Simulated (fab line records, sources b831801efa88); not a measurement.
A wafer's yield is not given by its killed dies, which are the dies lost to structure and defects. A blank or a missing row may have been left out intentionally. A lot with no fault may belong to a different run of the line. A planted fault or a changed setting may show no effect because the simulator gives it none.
fab line records	flow gf180mcu
record: lots: 5	wafers: 15	last-day: 34
route steps=602 shown V5@543 TOP_METAL@567
lots untouched by any fault: they come from a run of this same line in which no faults occurred
start-h: start of the lot's first displayed wafer, in hours after the record's first day	wait-h: hours since the lot's step before	" identical to the entry in the row above	L1.1+2: a single row standing in for several wafers	- value missing, or start not given	* or withheld: withheld	< > ~ a bound
route shown NAME@n: NAME is a module with steps in the file, n the number in the route of the first one	usual: the fault-free wafers' mean and standard deviation	same: alike in all rows	chamber/n: place in a boat	sites: per-site readings	_std_site: the standard deviation of these	_edge_site: mean of outer sites minus mean of inner sites	radius-mm: how far each site lies from the wafer's centre	mask NAME#n: copy n	behind: tool/chamber where the wafer was last shaped	hold: reason for holding the lot/hours on hold/outcome of the hold	device: whichever transistor did not switch (one of n, p or np)	end of line: tests of these same wafers at the route's end	a step given without rows: its recipe and nothing more	killed: dies that structure and defects cost at the first sort, which is not the same as the wafer's yield	map: per-die view of a wafer (x killed, . not killed, _ where there is no die)
set.NAME: the run value of the setting; set.NAME@STEP: its run value at that earlier step	model.NAME: the simulator's own value behind a step, which no gauge read
lots seen at some steps along the route; tables by step, rows by wafer
services: when a tool's chamber went out of use (start-h, in hours from the record's first day, below 0 if earlier), for how many hours, and the reason
== steps ==
step: GF_V5_THK_MEAS_03
recipe: reads: SiO2_of_V5_CVD_02
usual: V5_CVD_02_THK: 1454/23
lot.wafer	tool	chamber	start-h	wait-h	V5_CVD_02_THK[nm]
L077.1	film-metro-03	-	636.26	0.1	1455
L077.4	"	-	"	"	1475
L077.5	"	-	"	"	1477
L078.1	film-metro-02	-	642.36	0.1	1420
L078.3	"	-	"	"	1461
L078.5	"	-	"	"	1468
L089.1	film-metro-01	-	717.64	0.1	1427
L089.2	"	-	"	"	1428
L089.6	"	-	"	"	1456
L093.2	film-metro-02	-	741.99	0.1	1432
L093.4	"	-	"	"	1458
L093.5	"	-	"	"	1444
L097.1	film-metro-03	-	766.64	0.1	1434
L097.2	"	-	"	"	1426
L097.4	"	-	"	"	1453
step: GF_V5_CMP_04
recipe: material: SiO2	down-force-psi: 4	platen-rpm: 60	pad-velocity-m-s: 0.94248
usual: motor-current-A: 12.4/1.3
lot.wafer	tool	chamber	start-h	wait-h	motor-current-A
L077.4	cmp-01	0	636.40	0.1	12.5
L077.1	"	2	"	"	13.7
L077.5	"	0	"	"	12.0
L078.3	cmp-01	2	642.47	0.1	14.0
L078.1	"	3	"	"	14.3
L078.5	"	1	"	"	12.0
L089.2	cmp-02	0	717.75	0.1	10.7
L089.1	"	1	"	"	12.1
L089.6	"	0	"	"	9.8
L093.2	cmp-02	0	742.14	0.1	11.3
L093.4	"	1	"	"	11.9
L093.5	"	3	"	"	11.8
L097.2	cmp-01	0	766.70	0.0	12.1
L097.4	"	2	"	"	13.7
L097.1	"	3	"	"	14.9
step: GF_V5_BOW_MEAS_05
recipe: mode: bow
usual: V5_BOW: 136/9
lot.wafer	tool	chamber	start-h	wait-h	V5_BOW[um]
L077.1	film-metro-02	-	636.70	0.1	135
L077.4	"	-	"	"	127
L077.5	"	-	"	"	129
L078.1	film-metro-03	-	642.72	0.1	129
L078.3	"	-	"	"	146
L078.5	"	-	"	"	140
L089.1	film-metro-02	-	718.00	0.1	139
L089.2	"	-	"	"	140
L089.6	"	-	"	"	135
L093.2	film-metro-02	-	742.36	0.2	123
L093.4	"	-	"	"	132
L093.5	"	-	"	"	125
L097.1	film-metro-02	-	767.00	0.1	139
L097.2	"	-	"	"	130
L097.4	"	-	"	"	137
step: GF_V5_DEHYDRATE_06
recipe: temp-c: 200	time-s: 60
lot.wafer	tool	chamber	start-h	wait-h
L077.1+4+5	litho-track-04	0	646.40	9.7
L078.1+3+5	litho-track-01	0	652.23	9.5
L089.1+2+6	litho-track-01	0	726.58	8.6
L093.2+4+5	litho-track-01	0	750.41	8.0
L097.1+2+4	litho-track-01	0	774.53	7.5
step: GF_V5_HMDS_07
recipe: prime-time-s: 60	prime-temp-c: 120
same: prime-time-s: 60
lot.wafer	tool	chamber	start-h	wait-h
L077.1+4+5	litho-track-04	0	646.55	0.1
L078.1+3+5	litho-track-01	0	652.38	0.1
L089.1+2+6	litho-track-01	0	726.73	0.1
L093.2+4+5	litho-track-01	0	750.56	0.1
L097.1+2+4	litho-track-01	0	774.68	0.1
step: GF_V5_COAT_08
recipe: resist: BARC	temp-c: withheld	time-s: withheld	spin-rpm: withheld	resist-thk-nm: withheld
lot.wafer	tool	chamber	start-h	wait-h
L077.1+4+5	litho-track-04	0	646.70	0.1
L078.1+3+5	litho-track-01	0	652.53	0.1
L089.1+2+6	litho-track-01	0	726.88	0.1
L093.2+4+5	litho-track-01	0	750.71	0.1
L097.1+2+4	litho-track-01	0	774.83	0.1
step: GF_V5_COAT_09
recipe: resist: KrF	spin-rpm: withheld	resist-thk-nm: 1000
lot.wafer	tool	chamber	start-h	wait-h
L077.1+4+5	litho-track-04	0	-	-
L078.1+3+5	litho-track-01	0	-	-
L089.1+2+6	litho-track-01	0	-	-
L093.2+4+5	litho-track-01	0	-	-
L097.1+2+4	litho-track-01	0	-	-
step: GF_V5_SOFTBAKE_10
recipe: temp-c: 130	time-s: 60	resist: KrF
lot.wafer	tool	chamber	start-h	wait-h
L077.1+4+5	litho-track-04	0	-	-
L078.1+3+5	litho-track-01	0	-	-
L089.1+2+6	litho-track-01	0	-	-
L093.2+4+5	litho-track-01	0	-	-
L097.1+2+4	litho-track-01	0	-	-
step: GF_V5_EXPOSE_11
recipe: mask-id: Via5	target-cd-nm: 260	na: 0.68	source-shape: conventional	sigma-outer: 0.6	dose-mj: 38
lot.wafer	tool	chamber	start-h	wait-h	mask
L077.1+4+5	krf-scanner-02	0	-	-	Via5#0
L078.1+3+5	krf-scanner-02	0	-	-	Via5#0
L089.1+2+6	krf-scanner-02	0	-	-	Via5#0
L093.2+4+5	krf-scanner-02	0	-	-	Via5#0
L097.1+2+4	krf-scanner-01	0	-	-	Via5#0
step: GF_V5_PEB_12
recipe: peb-temp-c: 135	peb-time-s: 90	resist: KrF
lot.wafer	tool	chamber	start-h	wait-h
L077.1+4+5	litho-track-03	0	-	-
L078.1+3+5	litho-track-04	0	-	-
L089.1+2+6	litho-track-04	0	-	-
L093.2+4+5	litho-track-01	0	-	-
L097.1+2+4	litho-track-04	0	-	-
step: GF_V5_DEVELOP_13
recipe: develop-time-s: 60	resist: KrF	dev-temp-c: 21
lot.wafer	tool	chamber	start-h	wait-h
L077.1+4+5	litho-track-03	0	657.00	0.2
L078.1+3+5	litho-track-04	0	663.00	0.2
L089.1+2+6	litho-track-04	0	735.75	0.2
L093.2+4+5	litho-track-01	0	758.96	0.2
L097.1+2+4	litho-track-04	0	782.94	0.2
step: GF_V5_CD_MEAS_14
recipe: target-cd-nm: 260
usual: cd-nm: 259.8/0.94
lot.wafer	tool	chamber	start-h	wait-h	cd-nm
L077.1	cd-sem-01	-	657.15	0.1	261.3
L077.4	"	-	"	"	260.2
L077.5	"	-	"	"	261.1
L078.1	cd-sem-01	-	663.15	0.1	260.1
L078.3	"	-	"	"	259.0
L078.5	"	-	"	"	258.7
L089.1	cd-sem-01	-	735.90	0.1	260.5
L089.2	"	-	"	"	259.9
L089.6	"	-	"	"	261.5
L093.2	cd-sem-01	-	759.10	0.1	259.1
L093.4	"	-	"	"	258.7
L093.5	"	-	"	"	259.1
L097.1	cd-sem-01	-	783.09	0.1	259.1
L097.2	"	-	"	"	258.9
L097.4	"	-	"	"	259.1
step: GF_V5_OVL_MEAS_15
usual: V5_OVL: -2/4.2
lot.wafer	tool	chamber	start-h	wait-h	V5_OVL[nm]
L077.1	overlay-02	-	657.27	0.1	-4
L077.4	"	-	"	"	2
L077.5	"	-	"	"	-1
L078.1	overlay-01	-	663.27	0.1	0
L078.3	"	-	"	"	-6
L078.5	"	-	"	"	-3
L089.1	overlay-02	-	736.02	0.1	0
L089.2	"	-	"	"	-5
L089.6	"	-	"	"	-3
L093.2	overlay-01	-	759.21	0.1	-7
L093.4	"	-	"	"	-4
L093.5	"	-	"	"	-8
L097.1	overlay-01	-	783.21	0.1	-8
L097.2	"	-	"	"	-2
L097.4	"	-	"	"	3
step: GF_V5_ETCH_16
recipe: chemistry: N2/H2	target-depth-a: withheld	overetch-a: withheld	time-s: withheld	target: BARC	ion-energy-ev: 200	source-w: 500	bias-w: 100	pressure-mtorr: 30	n2-flow-sccm: 100	h2-flow-sccm: 200
usual: drypump-motor-current-A: 5.7/0.36	oes-product-au: 0.855/0.0048	throttle-valve-pct: 13.225/0.0078
lot.wafer	tool	chamber	start-h	wait-h	drypump-motor-current-A	oes-product-au	throttle-valve-pct
L077.1	rie-diel-02	1	657.31	0.0	6.1	0.854	13.213
L077.4	"	0	"	"	5.4	0.844	13.229
L077.5	"	1	"	"	6.1	0.863	13.216
L078.1	rie-diel-04	3	663.30	0.0	5.8	0.852	13.228
L078.3	"	2	"	"	5.4	0.856	13.226
L078.5	"	1	"	"	5.9	0.846	13.209
L089.1	rie-diel-02	1	736.05	0.0	6.1	0.849	13.211
L089.2	"	3	"	"	5.8	0.855	13.240
L089.6	"	0	"	"	5.4	0.861	13.228
L093.2	rie-diel-02	2	759.24	0.0	5.4	0.852	13.227
L093.4	"	3	"	"	5.8	0.854	13.222
L093.5	"	1	"	"	6.1	0.853	13.222
L097.1	rie-diel-04	1	783.25	0.0	5.9	0.853	13.237
L097.2	"	3	"	"	5.7	0.858	13.238
L097.4	"	0	"	"	4.9	0.852	13.219
step: GF_V5_ETCH_17
recipe: chemistry: C4F8/O2/Ar	mask-material: KrF	target: SiO2	stop-on: TiN	source-w: 1463	bias-w: 1200	pressure-mtorr: 40	c4f8-flow-sccm: withheld	O2_flow_sccm: 6	Ar_flow_sccm: 300	time-s: withheld	target-depth-a: 8550
usual: oes-product-au: 0.860/0.0043
lot.wafer	tool	chamber	start-h	wait-h	oes-product-au
L077.1	rie-diel-02	1	-	-	0.849
L077.4	"	0	"	"	0.855
L077.5	"	1	"	"	0.852
L078.1	rie-diel-04	3	-	-	0.867
L078.3	"	2	"	"	0.859
L078.5	"	1	"	"	0.860
L089.1	rie-diel-02	1	-	-	0.872
L089.2	"	3	"	"	0.859
L089.6	"	0	"	"	0.871
L093.2	rie-diel-02	2	-	-	0.866
L093.4	"	3	"	"	0.864
L093.5	"	1	"	"	0.854
L097.1	rie-diel-04	1	-	-	0.862
L097.2	"	3	"	"	0.858
L097.4	"	0	"	"	0.859
step: GF_V5_STRIP_18
recipe: chemistry: O2/N2	power-w: 1400	pressure-mtorr: 1500	platen-temp-c: 250	o2-flow-sccm: 3000	n2-flow-sccm: 300	overash-fraction: 0.5
usual: drypump-motor-current-A: 5.7/0.34	heater-power-w: 334/12	oes-product-au: 0.570/0.0049
lot.wafer	tool	chamber	start-h	wait-h	drypump-motor-current-A	heater-power-w	oes-product-au	rf-hours-counter-h
L077.1	plasma-asher-03	1	657.46	-	5.6	327	0.565	25
L077.4	"	0	"	"	6.1	312	0.565	-
L077.5	"	0	"	"	6.1	316	0.577	-
L078.1	plasma-asher-01	1	663.45	-	5.4	333	0.567	103
L078.3	"	1	"	"	5.4	341	0.572	-
L078.5	"	0	"	"	5.5	323	0.569	-
L089.1	plasma-asher-03	1	736.20	-	5.6	342	0.567	33
L089.2	"	0	"	"	6.1	330	0.574	33
L089.6	"	1	"	"	5.6	337	0.573	-
L093.2	plasma-asher-03	0	759.39	-	6.1	315	0.572	35
L093.4	"	0	"	"	6.1	303	0.574	-
L093.5	"	1	"	"	5.6	338	0.576	-
L097.1	plasma-asher-01	1	783.40	-	5.5	324	0.569	4
L097.2	"	0	"	"	5.5	351	0.563	4
L097.4	"	0	"	"	5.5	341	0.574	-
step: GF_V5_STRIP_19
recipe: chemistry: post-etch-residue-remover	time-s: 1200	temp-c: 72.5
usual: bath-guard-temp-C: 72.4/0.46	bath-heat-duty-pct: 14.7/1.9
lot.wafer	tool	chamber	start-h	wait-h	bath-guard-temp-C	bath-heat-duty-pct
L077.1	wet-bench-03	3	657.56	0.1	72.8	15.0
L077.4	"	3	"	"	72.7	16.1
L077.5	"	3	"	"	72.5	15.1
L078.1	wet-bench-04	3	663.55	0.1	72.5	15.4
L078.3	"	3	"	"	72.3	16.4
L078.5	"	3	"	"	72.3	16.7
L089.1	wet-bench-04	0	736.30	0.1	72.7	19.1
L089.2	"	0	"	"	72.5	18.4
L089.6	"	0	"	"	72.6	18.4
L093.2	wet-bench-02	3	759.49	0.1	72.3	14.0
L093.4	"	3	"	"	72.5	14.6
L093.5	"	3	"	"	72.7	14.1
L097.1	wet-bench-03	0	783.50	0.1	72.7	13.6
L097.2	"	0	"	"	72.7	14.4
L097.4	"	0	"	"	72.5	13.5
step: GF_V5_CLEAN_20
recipe: chemistry: DIW	dry: n2-spin
lot.wafer	tool	chamber	start-h	wait-h
L077.1+4+5	wet-bench-02	1	657.90	0.0
L078.1+3+5	wet-bench-02	1	663.90	0.0
L089.1+2+6	wet-bench-02	0	736.65	0.0
L093.2+4+5	wet-bench-04	0	759.83	0.0
L097.1+2+4	wet-bench-04	3	783.85	0.0
step: GF_V5_SPUTTER_21
recipe: material: Ti	target-thk-nm: 15	chamber-pressure-pa: 5	power-w: 2500	substrate-temp-c: 200	time-s: 80.02
usual: throttle-valve-pct: 29.8/0.77
lot.wafer	tool	chamber	start-h	wait-h	throttle-valve-pct
L077.1	pvd-sputter-02	-	657.99	0.0	29.9
L077.4	"	-	"	"	29.7
L077.5	"	-	"	"	29.8
L078.1	pvd-sputter-04	-	663.99	0.0	29.8
L078.3	"	-	"	"	30.7
L078.5	"	-	"	"	30.7
L089.1	pvd-sputter-04	-	736.74	0.0	29.8
L089.2	"	-	"	"	29.8
L089.6	"	-	"	"	29.9
L093.2	pvd-sputter-01	-	759.92	0.0	30.5
L093.4	"	-	"	"	30.4
L093.5	"	-	"	"	28.9
L097.1	pvd-sputter-04	-	783.94	0.0	29.7
L097.2	"	-	"	"	30.5
L097.4	"	-	"	"	29.5
step: GF_V5_SPUTTER_22
recipe: material: TiN	target-thk-nm: 10	chamber-pressure-pa: 5	power-w: 4000	time-s: 40
usual: throttle-valve-pct: 29.8/0.78
lot.wafer	tool	chamber	start-h	wait-h	throttle-valve-pct
L077.1	pvd-sputter-02	-	658.06	0.0	30.1
L077.4	"	-	"	"	29.8
L077.5	"	-	"	"	29.7
L078.1	pvd-sputter-04	-	664.05	0.0	29.6
L078.3	"	-	"	"	30.5
L078.5	"	-	"	"	30.6
L089.1	pvd-sputter-04	-	736.80	0.0	29.7
L089.2	"	-	"	"	29.7
L089.6	"	-	"	"	29.8
L093.2	pvd-sputter-01	-	759.99	0.0	30.6
L093.4	"	-	"	"	30.4
L093.5	"	-	"	"	28.9
L097.1	pvd-sputter-04	-	784.00	0.0	29.8
L097.2	"	-	"	"	30.6
L097.4	"	-	"	"	29.5
step: GF_V5_CVD_23
recipe: material: W	target-thk-nm: 350	time-s: 104.9	temp-c: 400	pressure-torr: 40
usual: heater-power-w: 871/73
lot.wafer	tool	chamber	start-h	wait-h	heater-power-w
L077.1	cvd-w-01	0	658.09	0.0	760
L077.4	"	1	"	"	935
L077.5	"	0	"	"	771
L078.1	cvd-w-01	1	664.09	0.0	919
L078.3	"	0	"	"	778
L078.5	"	1	"	"	926
L089.1	cvd-w-02	1	736.84	0.0	930
L089.2	"	0	"	"	816
L089.6	"	0	"	"	853
L093.2	cvd-w-02	1	760.02	0.0	971
L093.4	"	1	"	"	953
L093.5	"	0	"	"	848
L097.1	cvd-w-02	1	784.04	0.0	976
L097.2	"	0	"	"	843
L097.4	"	0	"	"	835
step: GF_V5_RS_MEAS_24
recipe: thk-meas-gauge: four-point-probe	reads: W_of_V5_CVD_23+TiN_of_V5_SPUTTER_22+Ti_of_V5_SPUTTER_21
usual: V5_W_RS: 0.327/0.0039
lot.wafer	tool	chamber	start-h	wait-h	V5_W_RS[ohm/sq]
L077.1	film-metro-02	-	658.21	0.1	0.329
L077.4	"	-	"	"	0.330
L077.5	"	-	"	"	0.326
L078.1	film-metro-01	-	664.20	0.1	0.332
L078.3	"	-	"	"	0.323
L078.5	"	-	"	"	0.330
L089.1	film-metro-03	-	736.95	0.1	0.336
L089.2	"	-	"	"	0.327
L089.6	"	-	"	"	0.331
L093.2	film-metro-01	-	760.16	0.1	0.328
L093.4	"	-	"	"	0.326
L093.5	"	-	"	"	0.326
L097.1	film-metro-03	-	784.15	0.1	0.321
L097.2	"	-	"	"	0.326
L097.4	"	-	"	"	0.325
step: GF_V5_THK_MEAS_25
recipe: thk-meas-gauge: xrf	reads: W_of_V5_CVD_23
usual: V5_W_THK: 341/5.9
lot.wafer	tool	chamber	start-h	wait-h	V5_W_THK[nm]
L077.1	film-metro-02	-	658.33	0.1	345
L077.4	"	-	"	"	342
L077.5	"	-	"	"	348
L078.1	film-metro-01	-	664.32	0.1	335
L078.3	"	-	"	"	342
L078.5	"	-	"	"	337
L089.1	film-metro-03	-	737.07	0.1	331
L089.2	"	-	"	"	342
L089.6	"	-	"	"	335
L093.2	film-metro-01	-	760.27	0.1	341
L093.4	"	-	"	"	339
L093.5	"	-	"	"	342
L097.1	film-metro-03	-	784.27	0.1	341
L097.2	"	-	"	"	334
L097.4	"	-	"	"	336
step: GF_V5_CMP_26
recipe: stop-on: SiO2	down-force-psi: 3.5	platen-rpm: 60	t-overpolish-s: 15	target-thk-nm: 0	pad-velocity-m-s: 0.94248
usual: motor-current-A: 11.3/1.2	overpolish-run-s: 15.000/0.0089	time-to-endpoint-s: 84/3.9
same: t-overpolish-s: 15
lot.wafer	tool	chamber	start-h	wait-h	motor-current-A	overpolish-run-s	time-to-endpoint-s
L077.1	cmp-01	0	658.39	0.1	11.4	14.991	81
L077.4	"	2	"	"	12.7	14.996	87
L077.5	"	1	"	"	11.4	15.000	86
L078.1	cmp-01	1	664.48	0.1	11.4	15.001	87
L078.3	"	2	"	"	13.1	14.987	90
L078.5	"	3	"	"	12.7	15.009	87
L089.2	cmp-01	3	737.23	0.1	12.7	15.006	87
L089.1	"	0	"	"	11.4	15.000	82
L089.6	"	1	"	"	10.7	14.998	85
L093.2	cmp-01	3	760.51	0.2	13.2	14.996	86
L093.4	"	2	"	"	12.8	14.999	87
L093.5	"	0	"	"	11.6	14.993	81
L097.2	cmp-01	0	784.33	0.0	11.1	15.006	79
L097.1	"	1	"	"	11.0	14.995	85
L097.4	"	3	"	"	13.7	15.015	84
step: GF_TOP_METAL_SPUTTER_00
recipe: material: Ti	target-thk-nm: 37.5	arriving-ion-energy-ev: 80	substrate-temp-c: 200	chamber-pressure-pa: 2	power-w: 4000	time-s: 150
usual: throttle-valve-pct: 29.9/0.95
lot.wafer	tool	chamber	start-h	wait-h	throttle-valve-pct
L077.1	pvd-sputter-01	-	658.69	0.2	28.8
L077.4	"	-	"	"	30.4
L077.5	"	-	"	"	30.3
L078.1	pvd-sputter-03	-	664.68	0.1	30.7
L078.3	"	-	"	"	31.2
L078.5	"	-	"	"	30.9
L089.1	pvd-sputter-02	-	737.43	0.1	27.7
L089.2	"	-	"	"	29.8
L089.6	"	-	"	"	29.7
L093.2	pvd-sputter-02	-	760.81	0.2	29.9
L093.4	"	-	"	"	30.2
L093.5	"	-	"	"	27.9
L097.1	pvd-sputter-03	-	784.63	0.2	31.1
L097.2	"	-	"	"	29.7
L097.4	"	-	"	"	31.4
step: GF_TOP_METAL_SPUTTER_01
recipe: material: TiN	target-thk-nm: 30	power-w: 6500	time-s: 23.86	chamber-pressure-pa: 0.4
usual: throttle-valve-pct: 29.9/0.98
lot.wafer	tool	chamber	start-h	wait-h	throttle-valve-pct
L077.1	pvd-sputter-01	-	658.79	0.1	29.3
L077.4	"	-	"	"	30.4
L077.5	"	-	"	"	30.6
L078.1	pvd-sputter-03	-	664.78	0.1	30.9
L078.3	"	-	"	"	31.1
L078.5	"	-	"	"	31.0
L089.1	pvd-sputter-02	-	737.53	0.1	27.5
L089.2	"	-	"	"	29.7
L089.6	"	-	"	"	29.7
L093.2	pvd-sputter-02	-	760.91	0.1	29.7
L093.4	"	-	"	"	30.2
L093.5	"	-	"	"	27.7
L097.1	pvd-sputter-03	-	784.73	0.1	31.3
L097.2	"	-	"	"	29.6
L097.4	"	-	"	"	31.6
step: GF_TOP_METAL_SPUTTER_02
recipe: material: AlCu	target-thk-nm: 900	power-w: 10600	chamber-pressure-pa: 0.3	substrate-temp-c: 250	gas: Ar	time-s: 47.82
usual: throttle-valve-pct: 29.9/0.95
lot.wafer	tool	chamber	start-h	wait-h	throttle-valve-pct
L077.1	pvd-sputter-01	-	658.82	0.0	29.2
L077.4	"	-	"	"	30.4
L077.5	"	-	"	"	30.6
L078.1	pvd-sputter-03	-	664.81	0.0	30.5
L078.3	"	-	"	"	31.1
L078.5	"	-	"	"	31.4
L089.1	pvd-sputter-02	-	737.56	0.0	27.4
L089.2	"	-	"	"	29.9
L089.6	"	-	"	"	29.5
L093.2	pvd-sputter-02	-	760.94	0.0	29.7
L093.4	"	-	"	"	30.2
L093.5	"	-	"	"	27.9
L097.1	pvd-sputter-03	-	784.76	0.0	31.0
L097.2	"	-	"	"	29.4
L097.4	"	-	"	"	31.2
step: GF_TOP_METAL_SPUTTER_03
recipe: material: Ti	target-thk-nm: 5	substrate-temp-c: 300	chamber-pressure-pa: 0.3	power-w: 3000	time-s: 3.3
usual: throttle-valve-pct: 29.9/0.95
lot.wafer	tool	chamber	start-h	wait-h	throttle-valve-pct
L077.1	pvd-sputter-01	-	658.86	0.0	29.0
L077.4	"	-	"	"	30.2
L077.5	"	-	"	"	30.6
L078.1	pvd-sputter-03	-	664.85	0.0	30.4
L078.3	"	-	"	"	31.1
L078.5	"	-	"	"	30.9
L089.1	pvd-sputter-02	-	737.60	0.0	27.8
L089.2	"	-	"	"	29.7
L089.6	"	-	"	"	29.8
L093.2	pvd-sputter-02	-	760.98	0.0	29.6
L093.4	"	-	"	"	29.8
L093.5	"	-	"	"	27.8
L097.1	pvd-sputter-03	-	784.80	0.0	30.9
L097.2	"	-	"	"	29.5
L097.4	"	-	"	"	31.2
step: GF_TOP_METAL_SPUTTER_04
recipe: material: TiN	target-thk-nm: 25	power-w: 6500	time-s: 20.8	chamber-pressure-pa: 0.4
usual: throttle-valve-pct: 29.9/0.97
lot.wafer	tool	chamber	start-h	wait-h	throttle-valve-pct
L077.1	pvd-sputter-01	-	658.88	0.0	29.0
L077.4	"	-	"	"	30.3
L077.5	"	-	"	"	30.5
L078.1	pvd-sputter-03	-	664.87	0.0	30.4
L078.3	"	-	"	"	31.3
L078.5	"	-	"	"	31.1
L089.1	pvd-sputter-02	-	737.62	0.0	27.9
L089.2	"	-	"	"	29.6
L089.6	"	-	"	"	29.8
L093.2	pvd-sputter-02	-	761.00	0.0	29.9
L093.4	"	-	"	"	30.0
L093.5	"	-	"	"	27.6
L097.1	pvd-sputter-03	-	784.82	0.0	31.3
L097.2	"	-	"	"	29.7
L097.4	"	-	"	"	31.2
step: GF_TOP_METAL_RS_MEAS_05
recipe: thk-meas-gauge: four-point-probe	reads: TiN_of_TOP_METAL_SPUTTER_04+Ti_of_TOP_METAL_SPUTTER_03+AlCu_of_TOP_METAL_SPUTTER_02+TiN_of_TOP_METAL_SPUTTER_01+Ti_of_TOP_METAL_SPUTTER_00
usual: TOP_METAL_ALCU_RS: 0.0327/0.00055
lot.wafer	tool	chamber	start-h	wait-h	TOP_METAL_ALCU_RS[ohm/sq]
L077.1	film-metro-03	-	658.91	0.0	0.0333
L077.4	"	-	"	"	0.0331
L077.5	"	-	"	"	0.0338
L078.1	film-metro-02	-	664.90	0.0	0.0315
L078.3	"	-	"	"	0.0318
L078.5	"	-	"	"	0.0320
L089.1	film-metro-04	-	737.65	0.0	0.0324
L089.2	"	-	"	"	0.0331
L089.6	"	-	"	"	0.0329
L093.2	film-metro-02	-	761.05	0.0	0.0324
L093.4	"	-	"	"	0.0332
L093.5	"	-	"	"	0.0322
L097.1	film-metro-04	-	784.85	0.0	0.0321
L097.2	"	-	"	"	0.0330
L097.4	"	-	"	"	0.0320
step: GF_TOP_METAL_THK_MEAS_06
recipe: thk-meas-gauge: xrf	reads: AlCu_of_TOP_METAL_SPUTTER_02
usual: TOP_METAL_ALCU_THK: 899/16
lot.wafer	tool	chamber	start-h	wait-h	TOP_METAL_ALCU_THK[nm]
L077.1	film-metro-03	-	659.03	0.1	888
L077.4	"	-	"	"	896
L077.5	"	-	"	"	880
L078.1	film-metro-02	-	665.02	0.1	930
L078.3	"	-	"	"	923
L078.5	"	-	"	"	915
L089.1	film-metro-04	-	737.77	0.1	904
L089.2	"	-	"	"	884
L089.6	"	-	"	"	886
L093.2	film-metro-02	-	761.16	0.1	908
L093.4	"	-	"	"	894
L093.5	"	-	"	"	918
L097.1	film-metro-04	-	784.97	0.1	908
L097.2	"	-	"	"	887
L097.4	"	-	"	"	914
== services ==
tool	chamber	start-h	hours	kind
cmp-02	-	623.63	3.1	repair
krf-scanner-02	-	633.36	1.8	repair
pvd-sputter-03	-	635.11	3.2	repair
cmp-02	-	640.13	2.8	pm
krf-scanner-02	-	653.14	3.6	pm
krf-scanner-02	-	669.59	1.0	pm
plasma-asher-01	-	669.82	1.3	repair
cvd-w-02	-	677.15	1.7	repair
cmp-01	-	689.50	1.2	repair
krf-scanner-02	-	691.07	1.3	pm
cmp-02	-	700.27	7.3	repair
pvd-sputter-01	-	710.93	1.0	repair
pvd-sputter-04	-	717.36	2.3	repair
rie-diel-02	3	717.64	10.5	repair
cmp-01	-	724.81	6.1	pm
krf-scanner-02	-	730.33	2.0	repair
rie-diel-02	1	738.15	16.7	repair
cmp-01	-	744.00	4.0	pm
cvd-w-02	-	754.52	2.0	repair
pvd-sputter-04	-	761.13	2.1	repair
pvd-sputter-04	-	763.63	1.8	repair
krf-scanner-02	-	766.39	0.8	pm
plasma-asher-03	-	777.81	11.2	repair
cvd-w-02	-	779.10	0.4	repair
== key ==
fault none
